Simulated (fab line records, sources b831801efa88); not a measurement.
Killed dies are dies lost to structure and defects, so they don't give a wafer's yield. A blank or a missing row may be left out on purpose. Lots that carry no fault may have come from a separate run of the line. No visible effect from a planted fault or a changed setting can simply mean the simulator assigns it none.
Code-filled problem report in 8D (eight disciplines) form / flow gf180mcu / the parts of the form that need people (team, actions taken, sign-off) are left out

== 1. THE PROBLEM ==
Wafers with no fault read 80 s with a standard deviation of 5.3, whereas time-to-endpoint-s at GF_V1_CMP_04 reads a mean of 109 s on 1 wafer of 1 lot. That is +5.5 standard deviations from the usual mean.
The step: polishes SiO2.
The first sign was on wafer L312.4 at day 17 17:41, on cmp-01. The record has a number at this step for 35 wafers belonging to 12 lots. Rule for "out", or "out of limits": more than 4 standard deviations from the usual mean. All remaining wafers that have a number are taken as sound.

== 2. WHAT IT IS, WHAT IT ISN'T ==
question=which readings at this step | is=time-to-endpoint-s | is not=motor-current-A
question=which lots | is=L312 | is not=L310, L311, L315, L323, L324, L326, L327, L328, L329, L330, L333
question=which wafers of those lots | is=L312.4 | is not=L312.3
question=read on which tools | is=cmp-01 | is not=cmp-02
question=when | is=from day 17 17:41 | is not=up to then (7 sound wafers); but 27 sound wafers of L315, L323, L324, L326, L327, L328, L329, L330, L333 came after

== 3. WHAT RULES OUT EACH SUSPECT ==
Counting: any tool at a process step up to the reading remains a suspect provided it ran every lot that is out. Sound lots after the first of them don't rule it out here, since some wafers of a struck lot are sound.
- plasma-asher-04 at GF_HV_LDD_STRIP_37 (strips in O2/N2): kept. It ran the lot that is out, L312 (day 12 04:31).
- cmp-01 at GF_V1_CMP_04 (polishes SiO2): kept. It ran the lot that is out, L312 (day 17 17:41); its last sound lot up to then is L311 (day 17 05:38). Its own time-to-endpoint-s readings are out on those wafers.
- Within plasma-asher-04 at GF_HV_LDD_STRIP_37, the wafers that are out were processed in chamber 0 and their sound lot-mates in chamber 1.
- Within cmp-01 at GF_V1_CMP_04, the wafers that are out were processed in chamber 0 and their sound lot-mates in chamber 1.
Remaining after the count are plasma-asher-04 at GF_HV_LDD_STRIP_37 and cmp-01 at GF_V1_CMP_04.

== 4. THE CAUSE (what the simulator had put in) ==
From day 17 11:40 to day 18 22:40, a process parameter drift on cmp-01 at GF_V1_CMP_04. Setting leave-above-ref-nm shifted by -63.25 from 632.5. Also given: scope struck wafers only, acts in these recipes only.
2 suspects survive the count, and this tool is in that group.

== 5. THE EFFECT CHAIN, in route order ==
Each row: a reading where the mean over the struck wafers with a number is more than 3 standard deviations away from the usual. Readings are gone through only where the record gives a usual standard deviation; hours: the median, over the lots, of the time from a lot's start at the first step in this table giving one to that lot's start at this step; sigmas: the change measured in usual standard deviations.
hours=0; step=GF_V1_CMP_04; reading=time-to-endpoint-s; usual=80 s; on struck wafers=109; change=+29; sigmas=+5.5
hours=-; step=GF_V1_ETCH_17; reading=oes-product-au; usual=0.856 a.u.; on struck wafers=0.809; change=-0.047; sigmas=-10
Here are the process steps it includes:
- GF_V1_CMP_04: polishes SiO2.
- GF_V1_ETCH_17: etches SiO2 in C4F8/O2/Ar, stops on TiN, target depth 630 nm.

== 6. HOW IT WOULD HAVE BEEN CAUGHT EARLIER ==
6 hours passed between the start of the fault at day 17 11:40 and the first reading out of limits in this record, taken at day 17 17:41.
